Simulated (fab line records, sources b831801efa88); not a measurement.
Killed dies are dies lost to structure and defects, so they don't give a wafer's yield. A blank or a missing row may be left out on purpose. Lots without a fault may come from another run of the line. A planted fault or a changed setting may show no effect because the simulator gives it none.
fab line records | flow sfq_line
record lots=6 wafers=18 last_day=91
route steps=325 shown L0@12 L0V@16
lots that met no fault: from a run of the same line without faults
start_h: hours from the record's first day to the start of the lot's first wafer shown | wait_h: hours since the lot's step before | " the same as in the row above | L1.1+2: a row that stands for several wafers | - no value, or no start given | * or withheld: withheld | < > ~ a bound
route shown NAME@n: a module of which the file shows steps, and the number in the route of the first | usual: mean/standard deviation of fault-free wafers | same: alike in all rows | chamber/n: place in a boat | sites: the reading at each site | _std_site: their standard deviation | _edge_site: outer sites' mean less inner sites' | radius_mm: how far each site lies from the wafer's centre | mask NAME#n: copy n | behind: the tool/chamber that last shaped the wafer | hold: why the lot was held/for how many hours/how that ended | device: the transistor (n, p or np) that didn't switch | end of line: the same wafers' tests at the end of the route | a step without rows: its recipe alone | killed: dies lost to structure and defects at the first sort, not the wafer's yield | map: a wafer's dies, x killed, . not, _ none there
set.NAME: the setting as run; set.NAME@STEP: as run at that earlier step | model.NAME: the simulator's own value behind a step, which no gauge read
lots at some steps of the route; a table a step, a row a wafer
services: from which hour (start_h, from the record's first day; less than 0 if before it) a tool's chamber was out of use, for how many hours, and why
## steps
# step SFQ_TRILAYER_L0_BARC_OPEN_METAL_ETCH_010
# recipe mask_material=PR chemistry=O2 target_depth_nm=125 target=BARC icp_w=600 bias_w=80 pressure_mtorr=10 time_s=41.7
# usual drypump_motor_current_A=5.5/0.51 oes_product_au=0.686/0.005
# columns lot.wafer tool chamber start_h wait_h drypump_motor_current_A oes_product_au rf_hours_counter_h
L217.2 rie_metal-01 0 50.91 0.1 5.9 0.692 -
L217.3 " 0 " " 5.8 0.682 -
L217.5 " 0 " " 5.8 0.693 -
L221.4 rie_metal-04 0 71.31 0.1 5.0 0.695 -
L221.5 " 0 " " 5.0 0.685 -
L221.6 " 1 " " 6.1 0.690 -
L225.3 rie_metal-04 1 89.31 0.1 6.2 0.680 -
L225.4 " 0 " " 5.0 0.682 -
L225.6 " 0 " " 5.0 0.692 -
L227.3 rie_metal-04 1 98.91 0.1 6.2 0.692 -
L227.5 " 1 " " 6.1 0.688 -
L227.6 " 0 " " 5.0 0.685 -
L232.1 rie_metal-01 1 120.49 0.1 5.0 0.686 9
L232.3 " 1 " " 5.0 0.683 -
L232.4 " 0 " " 5.8 0.687 -
L236.3 rie_metal-02 1 141.06 0.2 4.8 0.685 -
L236.5 " 1 " " 4.8 0.690 -
L236.6 " 0 " " 5.8 0.690 -
# step SFQ_TRILAYER_L0_ETCH_METAL_ETCH_008
# recipe target=MoNx_KI stop_on=SiO2 mask_material=PR chemistry=SF6/O2 target_depth_nm=50 icp_w=600 bias_w=80 pressure_mtorr=10 time_s=25
# usual drypump_motor_current_A=5.5/0.51 oes_product_au=0.874/0.0077
# columns lot.wafer tool chamber start_h wait_h drypump_motor_current_A oes_product_au rf_hours_counter_h
L217.2 rie_metal-01 0 51.02 0.1 5.9 0.875 -
L217.3 " 0 " " 5.8 0.880 -
L217.5 " 0 " " 5.9 0.878 -
L221.4 rie_metal-04 0 71.36 0.0 5.0 0.878 -
L221.5 " 0 " " 5.0 0.887 -
L221.6 " 1 " " 6.2 0.881 -
L225.3 rie_metal-04 1 89.36 0.0 6.2 0.881 -
L225.4 " 0 " " 5.0 0.860 -
L225.6 " 0 " " 5.0 0.867 -
L227.3 rie_metal-04 1 98.96 0.0 6.2 0.880 -
L227.5 " 1 " " 6.2 0.877 -
L227.6 " 0 " " 5.0 0.854 -
L232.1 rie_metal-01 1 120.55 0.0 5.0 0.877 9
L232.3 " 1 " " 5.0 0.870 -
L232.4 " 0 " " 5.9 0.860 -
L236.3 rie_metal-02 1 141.12 0.0 4.8 0.875 -
L236.5 " 1 " " 4.8 0.878 -
L236.6 " 0 " " 5.8 0.878 -
# step SFQ_TRILAYER_L0_STRIP_STRIP_009
# recipe gas=O2 power_w=200 platen_temp_c=40 overash_fraction=0.65 chemistry=O2 pressure_mtorr=50
# usual drypump_motor_current_A=5.5/0.51 oes_product_au=1.004/0.0087 platen_temp_c=39.99/0.11
# columns lot.wafer tool chamber start_h wait_h drypump_motor_current_A oes_product_au platen_temp_c rf_hours_counter_h
L217.2 rie_metal-01 0 51.30 0.3 5.9 1.003 40.09 -
L217.3 " 0 " " 5.8 0.997 40.25 -
L217.5 " 0 " " 5.9 0.999 40.25 -
L221.4 rie_metal-04 0 71.60 0.2 5.0 1.000 39.86 -
L221.5 " 0 " " 5.0 1.005 39.77 -
L221.6 " 1 " " 6.2 0.999 39.94 -
L225.3 rie_metal-04 1 89.60 0.2 6.2 0.993 39.83 -
L225.4 " 0 " " 5.0 0.998 40.03 -
L225.6 " 0 " " 5.0 0.990 39.86 -
L227.3 rie_metal-04 1 99.20 0.2 6.2 0.983 39.87 -
L227.5 " 1 " " 6.2 0.988 39.90 -
L227.6 " 0 " " 5.0 0.995 39.77 -
L232.1 rie_metal-01 1 120.60 0.0 5.0 1.025 39.97 9
L232.3 " 1 " " 5.0 1.012 39.93 -
L232.4 " 0 " " 5.8 1.009 39.93 -
L236.3 rie_metal-02 1 141.35 0.2 4.8 1.007 40.15 -
L236.5 " 1 " " 4.8 1.000 40.11 -
L236.6 " 0 " " 5.8 1.005 40.03 -
# step SFQ_TRILAYER_L0_STRIP_SOLV_CLEAN_010
# recipe chemistry=NMP temp_c=70 time_s=600
# step SFQ_TRILAYER_L0_CAP_PECVD_011
# recipe material=SiO2 temp_c=150 time_s=13.333 pressure_torr=2.4 rf_w=183.3 precursor=SiH4/N2O target_thk_nm=60
# usual heater_power_w=83/11 susceptor_temp_C=150.00/0.15 throttle_valve_pct=24.8/1.3
# columns lot.wafer tool chamber start_h wait_h heater_power_w susceptor_temp_C throttle_valve_pct
L217.2 pecvd-01 1 52.48 0.0 90 150.07 23.5
L217.3 " 2 " " 100 150.04 22.7
L217.5 " 2 " " 97 150.03 22.5
L221.4 pecvd-04 1 72.18 0.0 74 150.20 24.3
L221.5 " 2 " " 98 150.07 25.5
L221.6 " 0 " " 79 150.06 25.9
L225.3 pecvd-03 1 90.17 0.0 79 150.01 25.2
L225.4 " 2 " " 72 149.88 26.4
L225.6 " 1 " " 80 150.31 25.1
L227.3 pecvd-01 0 99.79 0.0 77 149.95 26.1
L227.5 " 0 " " 77 150.11 26.5
L227.6 " 2 " " 109 149.97 22.7
L232.1 pecvd-04 1 121.37 0.0 68 149.98 24.0
L232.3 " 0 " " 84 149.82 25.9
L232.4 " 1 " " 69 150.05 24.1
L236.3 pecvd-04 0 141.92 0.0 79 149.94 25.6
L236.5 " 2 " " 91 150.17 26.0
L236.6 " 1 " " 67 149.95 24.0
# step SFQ_TRILAYER_L0_VIA_LITHO_COAT_018
# recipe resist=BARC spin_rpm=3000 resist_thk_nm=62
# step SFQ_TRILAYER_L0_VIA_LITHO_COAT_013
# recipe resist=KrF spin_rpm=3000 resist_thk_nm=650
# step SFQ_TRILAYER_L0_VIA_LITHO_SOFTBAKE_017
# recipe temp_c=withheld time_s=withheld resist=KrF
# step SFQ_TRILAYER_L0_VIA_LITHO_EXPOSE_014
# recipe mask_id=L0V na=0.6 source_shape=conventional sigma_outer=0.65 target_cd_nm=700 dose_mj=21.3
# step SFQ_TRILAYER_L0_VIA_LITHO_PEB_016
# recipe peb_temp_c=115 peb_time_s=60 resist=KrF
# step SFQ_TRILAYER_L0_VIA_LITHO_DEVELOP_015
# recipe time_s=60 resist=KrF
# step SFQ_L0V_OVL_MEAS_903
# usual L0V_OVL=4/5.8
# columns lot.wafer tool chamber start_h wait_h L0V_OVL[nm]
L217.2 overlay-02 - 125.27 0.1 4
L217.3 " - " " 9
L217.5 " - " " 8
L221.4 overlay-01 - 148.64 0.1 -1
L221.5 " - " " -4
L221.6 " - " " 0
L225.3 overlay-01 - 167.83 0.1 2
L225.4 " - " " -5
L225.6 " - " " -8
L227.3 overlay-02 - 178.63 0.1 -2
L227.5 " - " " 3
L227.6 " - " " -4
L232.1 overlay-01 - 203.82 0.1 1
L232.3 " - " " 12
L232.4 " - " " 8
L236.3 overlay-02 - 230.33 0.1 -4
L236.5 " - " " -6
L236.6 " - " " 2
# step SFQ_TRILAYER_L0_VIA_BARC_OPEN_VIA_ETCH_021
# recipe mask_material=PR chemistry=O2 target_depth_nm=125 target=BARC source_w=500 bias_w=80 pressure_mtorr=30 time_s=41.7
# usual drypump_motor_current_A=5.8/0.42 oes_product_au=0.686/0.005
# columns lot.wafer tool chamber start_h wait_h drypump_motor_current_A oes_product_au rf_hours_counter_h model.KrF_of_TRILAYER_L0_VIA_LITHO_COAT_013.thk_nm
L217.2 rie_diel-04 2 125.30 0.0 5.4 0.683 1 573.4
L217.3 " 1 " " 5.8 0.694 15 573
L217.5 " 0 " " 5.8 0.681 - 573.2
L221.4 rie_diel-01 0 148.67 0.0 6.4 0.680 - 574.1
L221.5 " 2 " " 5.8 0.681 - 574.1
L221.6 " 1 " " 4.9 0.680 - 572.6
L225.3 rie_diel-01 0 167.85 0.0 6.4 0.688 94 587.9
L225.4 " 3 " " 5.8 0.689 95 575.6
L225.6 " 3 " " 5.9 0.686 - 574.9
L227.3 rie_diel-01 2 178.65 0.0 5.7 0.689 12 574.2
L227.5 " 0 " " 6.4 0.688 - 586.9
L227.6 " 3 " " 5.8 0.689 - 571.6
L232.1 rie_diel-02 1 203.85 0.0 5.4 0.689 23 576.3
L232.3 " 3 " " 6.4 0.684 0 575.9
L232.4 " 2 " " 5.7 0.679 - 574.1
L236.3 rie_diel-02 2 230.35 0.0 5.7 0.685 109 573.4
L236.5 " 3 " " 6.4 0.688 - 576.5
L236.6 " 2 " " 5.7 0.689 - 574.1
# step SFQ_TRILAYER_L0_VIA_ETCH_VIA_ETCH_016
# recipe target=SiO2 stop_on=MoNx_KI mask_material=PR chemistry=CHF3 target_depth_nm=80 source_w=500 bias_w=80 pressure_mtorr=30 time_s=withheld
# usual drypump_motor_current_A=5.8/0.42 oes_product_au=0.840/0.0073
# columns lot.wafer tool chamber start_h wait_h drypump_motor_current_A oes_product_au model.KrF_of_TRILAYER_L0_VIA_LITHO_COAT_013.thk_nm
L217.2 rie_diel-04 2 125.34 0.0 5.4 0.844 559.5
L217.3 " 1 " " 5.8 0.843 558.9
L217.5 " 0 " " 5.7 0.832 559.4
L221.4 rie_diel-01 0 148.72 0.0 6.4 0.841 559.9
L221.5 " 2 " " 5.8 0.841 560.4
L221.6 " 1 " " 4.9 0.845 558.5
L225.3 rie_diel-01 0 167.89 0.0 6.4 0.832 573.8
L225.4 " 3 " " 5.9 0.837 561.7
L225.6 " 3 " " 5.9 0.852 561.1
L227.3 rie_diel-01 2 178.69 0.0 5.8 0.846 560.3
L227.5 " 0 " " 6.4 0.847 572.7
L227.6 " 3 " " 5.9 0.851 557.6
L232.1 rie_diel-02 1 203.89 0.0 5.4 0.843 562.8
L232.3 " 3 " " 6.4 0.833 562.8
L232.4 " 2 " " 5.7 0.847 560.2
L236.3 rie_diel-02 2 230.39 0.0 5.7 0.834 559.3
L236.5 " 3 " " 6.4 0.852 563.2
L236.6 " 2 " " 5.7 0.843 560
# step SFQ_TRILAYER_L0_VIA_STRIP_STRIP_017
# recipe gas=O2 power_w=200 platen_temp_c=40 overash_fraction=0.65 chemistry=O2 pressure_mtorr=50
# usual drypump_motor_current_A=5.3/0.42 oes_product_au=1.003/0.0087 platen_temp_c=40.00/0.11
# columns lot.wafer tool chamber start_h wait_h drypump_motor_current_A oes_product_au platen_temp_c rf_hours_counter_h
L217.2 rie_metal-03 0 125.39 - 5.6 0.998 39.98 98
L217.3 " 0 " " 5.6 0.997 39.91 -
L217.5 " 0 " " 5.6 1.004 39.86 -
L221.4 rie_metal-02 1 148.94 - 4.8 1.005 40.08 -
L221.5 " 1 " " 4.8 1.001 40.09 -
L221.6 " 0 " " 5.8 1.021 40.13 -
L225.3 rie_metal-02 1 168.14 - 4.8 1.004 40.00 -
L225.4 " 0 " " 5.8 1.018 40.03 -
L225.6 " 0 " " 5.8 1.011 39.82 -
L227.3 rie_metal-02 1 178.94 - 4.8 1.000 39.93 -
L227.5 " 1 " " 4.8 1.010 39.91 -
L227.6 " 0 " " 5.8 1.014 40.23 -
L232.1 rie_metal-02 0 203.94 - 5.8 0.999 39.78 77
L232.3 " 0 " " 5.8 0.997 39.82 -
L232.4 " 1 " " 4.8 1.007 40.16 -
L236.3 rie_metal-02 0 230.64 - 5.8 1.012 39.76 -
L236.5 " 0 " " 5.8 1.017 39.88 -
L236.6 " 1 " " 4.8 1.013 40.08 -
## services
# columns tool chamber start_h hours kind
rie_diel-01 - 49.27 2.8 pm
pecvd-03 - 64.30 6.0 pm
rie_diel-02 1 64.85 8.9 repair
rie_diel-02 2 69.44 2.6 repair
pecvd-03 - 75.12 0.2 repair
rie_metal-02 0 82.77 2.1 repair
rie_diel-04 - 91.41 2.8 pm
rie_diel-01 - 93.23 1.3 repair
pecvd-01 0 112.63 9.3 repair
rie_diel-02 1 115.35 5.3 repair
rie_metal-04 1 118.46 27.2 repair
pecvd-04 0 130.99 2.2 repair
rie_metal-01 - 132.40 14.6 pm
rie_diel-01 3 142.82 12.8 repair
rie_diel-04 0 144.49 2.1 repair
rie_diel-02 0 144.49 7.1 repair
rie_diel-04 1 193.63 5.5 repair
pecvd-04 - 194.25 14.0 pm
rie_diel-01 0 200.17 11.5 repair
rie_diel-04 1 200.44 4.1 repair
rie_diel-02 0 203.10 13.4 repair
rie_metal-04 1 206.70 - clean
rie_metal-01 1 218.10 5.8 repair
pecvd-04 - 221.97 1.7 repair
## key
first_sign none at tools or gauges
model_effect step=SFQ_TRILAYER_L0_VIA_BARC_OPEN_VIA_ETCH_021 value=KrF_of_TRILAYER_L0_VIA_LITHO_COAT_013.thk_nm without=574.7 struck=587.4
model_effect step=SFQ_TRILAYER_L0_VIA_ETCH_VIA_ETCH_016 value=KrF_of_TRILAYER_L0_VIA_LITHO_COAT_013.thk_nm without=560.5 struck=573.2
met_at SFQ_TRILAYER_L0_VIA_BARC_OPEN_VIA_ETCH_021
struck_wafers L225.3,L227.5
onset_between 148.67 167.85
fault kind=process_parameter_drift tool=rie_diel-01 chamber=0 onset_h=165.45 steps=SFQ_TRILAYER_L0_VIA_BARC_OPEN_VIA_ETCH_021 channel=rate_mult offset=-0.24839 shape=step end_h=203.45
